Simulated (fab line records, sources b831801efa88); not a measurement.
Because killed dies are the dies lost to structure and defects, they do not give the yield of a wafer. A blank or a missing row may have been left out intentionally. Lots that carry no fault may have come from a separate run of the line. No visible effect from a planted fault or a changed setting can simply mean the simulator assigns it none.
8D (eight disciplines) problem report, filled in by code -- flow sky130 -- the parts of the form that need people (team, actions taken, sign-off) are left out

== 1. WHAT WENT WRONG ==
bias-w at SKY_FIELD_ISO_ETCH_14 reads a mean of 109.97 W on 6 wafers of 2 lots; wafers without a fault read 100.03 W with a standard deviation of 0.27. Measured from the usual mean, that is +37 standard deviations.
The step: etches BARC in N2/H2, stops on SiO2, time 45.9 s, target depth 60 nm.
The first sign was on wafer L571.3 at day 4 14:14, on rie-diel-04. The record holds 36 wafers of 12 lots with a number at this step. Rule for "out" (also "out of limits"): further than 4 standard deviations from the usual mean. The other wafers with a number count as sound.

== 2. WHAT IT IS, WHAT IT ISN'T ==
question,is,is not
which readings at this step,bias-w,"drypump-motor-current-A, oes-product-au, throttle-valve-pct"
which lots,"L571, L572","L561, L562, L563, L566, L568, L574, L578, L579, L581, L583"
which wafers of those lots,all that have a number,-
read on which tools,rie-diel-04,"rie-diel-01, rie-diel-02"
when,from day 4 14:14,"up to then (15 sound wafers); but 15 sound wafers of L574, L578, L579, L581, L583 came after"

== 3. WHAT RULES OUT EACH SUSPECT ==
Counting: a tool at a process step up to the reading stays a suspect if it ran every lot that is out and no sound lot after the first of them.
- rie-diel-04 at SKY_FIELD_ISO_ETCH_14 (etches BARC in N2/H2, stops on SiO2, time 45.9 s, target depth 60 nm): kept. It processed each lot that is out, first L571 at day 4 14:14, and no sound lot thereafter; up to then, the last sound lot it processed was L568 at day 4 03:37. Its own bias-w readings are out on those wafers.
After counting, what remains is rie-diel-04 at SKY_FIELD_ISO_ETCH_14.

== 4. THE CAUSE (what the simulator had put in) ==
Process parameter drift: rie-diel-04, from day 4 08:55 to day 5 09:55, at SKY_FIELD_ISO_ETCH_14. From 100, the setting bias-w moved by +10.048. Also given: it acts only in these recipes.
This tool alone remained once counting was done.

== 5. SEQUENCE OF EFFECTS, ordered by route ==
Rows list readings where the struck wafers' mean (over those with a number) sits beyond 3 standard deviations from the usual. Only readings for which the record gives a usual standard deviation are gone through. hours: the time from each lot's start at the first step in this table that gives one to its start at this step, as a median over the lots. sigmas: the change in usual standard deviations.
hours,step,reading,usual,on struck wafers,change,sigmas
0,SKY_FIELD_ISO_ETCH_14,bias-w,100.03 W,109.97,+9.94,+37
Its process steps:
- SKY_FIELD_ISO_ETCH_14: etches BARC in N2/H2, stops on SiO2, time 45.9 s, target depth 60 nm.
At these later measuring or inspecting steps, every struck wafer for which the step has a row has a number for every such reading, and none has moved that far: SKY_FIELD_ISO_THK_MEAS_25, SKY_NWELL_OVL_MEAS_23.

== 6. WHAT WOULD HAVE CAUGHT IT SOONER ==
First out-of-limits reading in this record: day 4 14:14, which is 5 hours after fault onset at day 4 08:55.
